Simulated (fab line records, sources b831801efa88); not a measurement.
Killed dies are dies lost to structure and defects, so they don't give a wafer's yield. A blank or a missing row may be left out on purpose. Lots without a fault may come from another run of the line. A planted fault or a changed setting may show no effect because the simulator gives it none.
Which tool did it? | flow sfq_line | 14 lots, 42 wafers sampled, at 5 steps of a route of 325

WHAT THE GAUGES READ, wafer by wafer
SFQ_I2_OVL_MEAS_918.
lot  | measured     | on         | I2_OVL (nm)
L675 | day 30 04:53 | overlay-02 | -9 -12 -2
L677 | day 30 21:43 | overlay-01 | -1 2 -4
L679 | day 31 11:38 | overlay-01 | 4 5 3
L680 | day 32 03:14 | overlay-02 | 6 6 11
L681 | day 32 10:25 | overlay-02 | -9 -4 -7
L682 | day 32 17:37 | overlay-02 | -15 -8 -10
L683 | day 32 18:49 | overlay-02 | -4 -8 3
L686 | day 34 05:16 | overlay-01 | -9 -7 -3
L687 | day 34 14:52 | overlay-01 | 0 -1 -3
L692 | day 37 12:46 | overlay-02 | -4 2 -5
L693 | day 37 22:05 | overlay-02 | -6 -3 -2
L695 | day 38 12:36 | overlay-01 | 3 2 1
L696 | day 39 04:13 | overlay-01 | -3 4 -3
L698 | day 39 23:32 | overlay-02 | 6 0 1

WHICH TOOL RAN EACH LOT (tool, then ch and the chambers of the sampled wafers, then the start)
lot  | SFQ_TRILAYER_I1_VIA_BARC_OPEN_VIA_ETCH_071 | SFQ_TRILAYER_M2_BARC_OPEN_METAL_ETCH_077 | SFQ_TRILAYER_I2_DEP_PECVD_063   | SFQ_TRILAYER_I2_CMP_CMP_064
L675 | rie_diel-02 ch 0,2,3, day 17 18:46         | rie_metal-04 ch 0,1, day 23 04:50        | pecvd-04 ch 0,1,2, day 23 05:48 | cmp-02 ch 0,2,3, day 23 22:55
L677 | rie_diel-01 ch 1,2,3, day 18 03:10         | rie_metal-04 ch 0,1, day 23 16:50        | pecvd-03 ch 0,1,2, day 23 17:48 | cmp-02 ch 1,2,3, day 24 09:25
L679 | rie_diel-02 ch 1,2, day 18 16:22           | rie_metal-04 ch 0,1, day 24 08:42        | pecvd-02 ch 0,1,2, day 24 09:41 | cmp-01 ch 0,1,2, day 25 00:50
L680 | rie_diel-01 ch 0,1,3, day 19 02:43         | rie_metal-02 ch 0,1, day 24 22:52        | pecvd-03 ch 0,1,2, day 25 00:06 | cmp-02 ch 0,2,3, day 25 12:16
L681 | rie_diel-04 ch 1,2,3, day 19 11:07         | rie_metal-02 ch 0,1, day 25 11:11        | pecvd-03 ch 0,2, day 25 12:08   | cmp-01 ch 0,1,3, day 25 14:50
L682 | rie_diel-02 ch 0,2,3, day 19 18:19         | rie_metal-02 ch 0,1, day 25 18:23        | pecvd-04 ch 2, day 25 19:20     | cmp-02 ch 2,3, day 25 20:20
L683 | rie_diel-04 ch 1,2, day 19 20:43           | rie_metal-03 ch 0,1, day 25 19:35        | pecvd-02 ch 0,1,2, day 25 20:32 | cmp-01 ch 1,2,3, day 25 22:20
L686 | rie_diel-01 ch 0,2,3, day 21 11:35         | rie_metal-03 ch 0,1, day 27 12:30        | pecvd-04 ch 0,1,2, day 27 13:28 | cmp-02 ch 0,1,2, day 27 13:32
L687 | rie_diel-02 ch 0,1,2, day 21 16:23         | rie_metal-03 ch 0,1, day 27 17:19        | pecvd-04 ch 0,2, day 27 18:17   | cmp-01 ch 1,2,3, day 27 20:55
L692 | rie_diel-04 ch 1,2,3, day 24 07:14         | rie_metal-02 ch 0,1, day 30 13:19        | pecvd-02 ch 0,2, day 30 14:28   | cmp-01 ch 0,1,3, day 30 17:02
L693 | rie_diel-01 ch 0,1,3, day 24 14:26         | rie_metal-04 ch 0,1, day 30 22:57        | pecvd-02 ch 0,1, day 30 23:55   | cmp-01 ch 0,1,3, day 31 01:34
L695 | rie_diel-04 ch 0,2, day 25 06:50           | rie_metal-03 ch 0,1, day 31 14:03        | pecvd-03 ch 1,2, day 31 15:01   | cmp-01 ch 2,3, day 31 15:05
L696 | rie_diel-04 ch 0,2,3, day 25 20:47         | rie_metal-04 ch 1, day 32 12:51          | pecvd-03 ch 1,2, day 32 13:49   | cmp-01 ch 0,1,3, day 32 18:59
L698 | rie_diel-01 ch 1,3, day 26 15:59           | rie_metal-04 ch 0,1, day 33 11:29        | pecvd-04 ch 0,1,2, day 33 12:27 | cmp-02 ch 0,2,3, day 33 15:37
- SFQ_TRILAYER_I1_VIA_BARC_OPEN_VIA_ETCH_071: etches BARC in O2, target depth 125 nm, time 41.7 s.
- SFQ_TRILAYER_M2_BARC_OPEN_METAL_ETCH_077: etches BARC in O2, target depth 125 nm, time 41.7 s.
- SFQ_TRILAYER_I2_DEP_PECVD_063: deposits SiO2 from SiH4/N2O, time 111.11 s, target thk 500 nm.
- SFQ_TRILAYER_I2_CMP_CMP_064: polishes SiO2.

WHAT THE TOOLS THEMSELVES READ (means of the sampled wafers that have a number; where no wafer has one, the mark that the record gives instead)
SFQ_TRILAYER_I1_VIA_BARC_OPEN_VIA_ETCH_071.
lot  | tool        | bias_w (W) | drypump_motor_current_A (A) | oes_product_au (a.u.) | rf_fwd_power_W (W)
L675 | rie_diel-02 | 79.90      | 5.8                         | 0.686                 | 497.4
L677 | rie_diel-01 | 80.02      | 6.0                         | 0.684                 | 493.6
L679 | rie_diel-02 | 80.12      | 5.8                         | 0.683                 | 495.6
L680 | rie_diel-01 | 80.00      | 5.9                         | 0.690                 | 494.0
L681 | rie_diel-04 | 80.25      | 5.5                         | 0.685                 | 495.6
L682 | rie_diel-02 | 80.00      | 5.7                         | 0.685                 | 494.4
L683 | rie_diel-04 | 80.12      | 5.4                         | 0.686                 | 494.9
L686 | rie_diel-01 | 79.91      | 6.1                         | 0.690                 | 493.6
L687 | rie_diel-02 | 80.12      | 5.7                         | 0.684                 | 495.9
L692 | rie_diel-04 | 79.94      | 5.5                         | 0.684                 | 494.7
L693 | rie_diel-01 | 79.77      | 5.9                         | 0.681                 | 494.4
L695 | rie_diel-04 | 80.13      | 5.7                         | 0.690                 | 494.2
L696 | rie_diel-04 | 80.13      | 5.7                         | 0.689                 | 495.5
L698 | rie_diel-01 | 79.97      | 5.8                         | 0.687                 | 496.5

SFQ_TRILAYER_M2_BARC_OPEN_METAL_ETCH_077.
lot  | tool         | bias_w (W) | drypump_motor_current_A (A) | oes_product_au (a.u.) | rf_fwd_power_W (W)
L675 | rie_metal-04 | 80.13      | 5.92                        | 0.683                 | 594.0
L677 | rie_metal-04 | 79.74      | 5.92                        | 0.689                 | 594.0
L679 | rie_metal-04 | 80.04      | 5.91                        | 0.683                 | 593.4
L680 | rie_metal-02 | 80.35      | 5.77                        | 0.689                 | 593.6
L681 | rie_metal-02 | 79.94      | 6.02                        | 0.687                 | 593.0
L682 | rie_metal-02 | 79.94      | 6.02                        | 0.686                 | 592.8
L683 | rie_metal-03 | 79.80      | 5.84                        | 0.682                 | 593.0
L686 | rie_metal-03 | 80.04      | 5.80                        | 0.685                 | 595.5
L687 | rie_metal-03 | 80.11      | 5.79                        | 0.682                 | 596.7
L692 | rie_metal-02 | 79.81      | 6.02                        | 0.685                 | 594.3
L693 | rie_metal-04 | 80.38      | 6.03                        | 0.682                 | 595.2
L695 | rie_metal-03 | 79.93      | 5.81                        | 0.682                 | 592.1
L696 | rie_metal-04 | 80.04      | 6.18                        | 0.687                 | 594.3
L698 | rie_metal-04 | 79.85      | 6.06                        | 0.686                 | 592.0

SFQ_TRILAYER_I2_DEP_PECVD_063.
lot  | tool     | heater_power_outer_w (W) | heater_power_w (W) | rf_fwd_power_W (W) | run_length_s (s) | throttle_valve_pct (%)
L675 | pecvd-04 | 25                       | 70                 | 182.2              | 138.7            | 25.0
L677 | pecvd-03 | 31                       | 86                 | 182.7              | 139.0            | 24.1
L679 | pecvd-02 | 39                       | 100                | 182.2              | 138.8            | 25.5
L680 | pecvd-03 | 31                       | 84                 | 182.5              | 139.2            | 24.3
L681 | pecvd-03 | 37                       | 95                 | 182.7              | 139.0            | 24.8
L682 | pecvd-04 | 33                       | 86                 | 182.3              | 138.2            | 22.2
L683 | pecvd-02 | 35                       | 95                 | 182.0              | 139.3            | 25.5
L686 | pecvd-04 | 29                       | 75                 | 182.1              | 138.7            | 23.2
L687 | pecvd-04 | 27                       | 74                 | 182.4              | 138.1            | 22.7
L692 | pecvd-02 | 28                       | 88                 | 181.7              | 152.2            | 24.6
L693 | pecvd-02 | 42                       | 106                | 182.9              | 152.6            | 26.1
L695 | pecvd-03 | 28                       | 84                 | 182.4              | 139.7            | 24.4
L696 | pecvd-03 | 23                       | 75                 | 182.5              | 139.4            | 24.0
L698 | pecvd-04 | 25                       | 70                 | 182.4              | 138.7            | 23.7

SFQ_TRILAYER_I2_CMP_CMP_064.
lot  | tool   | motor_current_A (A) | retaining_ring_pressure_frac | time_to_endpoint_s (s)
L675 | cmp-02 | 9.9                 | 1.001                        | 216
L677 | cmp-02 | 9.6                 | 1.001                        | 210
L679 | cmp-01 | 10.3                | 1.003                        | 214
L680 | cmp-02 | 9.4                 | 1.003                        | 215
L681 | cmp-01 | 10.1                | 1.001                        | 211
L682 | cmp-02 | 10.1                | 1.002                        | 208
L683 | cmp-01 | 10.3                | 1.005                        | 202
L686 | cmp-02 | 9.6                 | 0.999                        | 214
L687 | cmp-01 | 10.7                | 1.001                        | 212
L692 | cmp-01 | 10.6                | 0.998                        | 253
L693 | cmp-01 | 10.3                | 1.001                        | 262
L695 | cmp-01 | 10.4                | 1.000                        | 207
L696 | cmp-01 | 10.4                | 1.001                        | 208
L698 | cmp-02 | 9.8                 | 1.002                        | 213

THE ANSWER, worked out from the rows above alone
Rule: what is usual is taken from the lots themselves. Put in order of their means at a reading, lots are off if they are a third of the lots or fewer, leave a main group of 4 or more, and stand apart from it by a gap of 3 or more times the standard deviation of the main group's means; of several such gaps the widest counts. A main group whose means are all the same, to the digits that the tables above print for the reading, isn't used. A lot without any number at a reading at which 4 lots or more have one is off too. The other lots that the step has rows for count as sound. The gauges are gone through in route order, then the tools' own readings, and for those a lot's mean is taken as printed above. The first step at which some lot is off is used, and at that step the reading that is off furthest; a lot without a number counts as furthest.
Off: L692, L693, at SFQ_TRILAYER_I2_DEP_PECVD_063 (run_length_s). The main group: mean 138.9 s, standard deviation 0.45.
A tool fits if, at that step or a process step before it, it ran every lot that is off, and no sound lot after the first of them. One fits: pecvd-02 at SFQ_TRILAYER_I2_DEP_PECVD_063. Its last sound lot is L683 (day 25 20:32), its first lot that is off L692 (day 30 14:28): a fault that began between those two fits.
The tool's own readings at SFQ_TRILAYER_I2_DEP_PECVD_063 bear it out: on the lots that are off they differ by more than 5 times the standard deviation of the sound lots' means. run_length_s reads 152.4 s there against 138.9 s on the sound lots.

WHAT THE SIMULATOR HAD PUT IN
Process parameter drift: pecvd-02, from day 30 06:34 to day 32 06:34, at SFQ_TRILAYER_I2_DEP_PECVD_063. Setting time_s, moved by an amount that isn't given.
Lots struck among those shown: L692, L693. The rule above found the same.
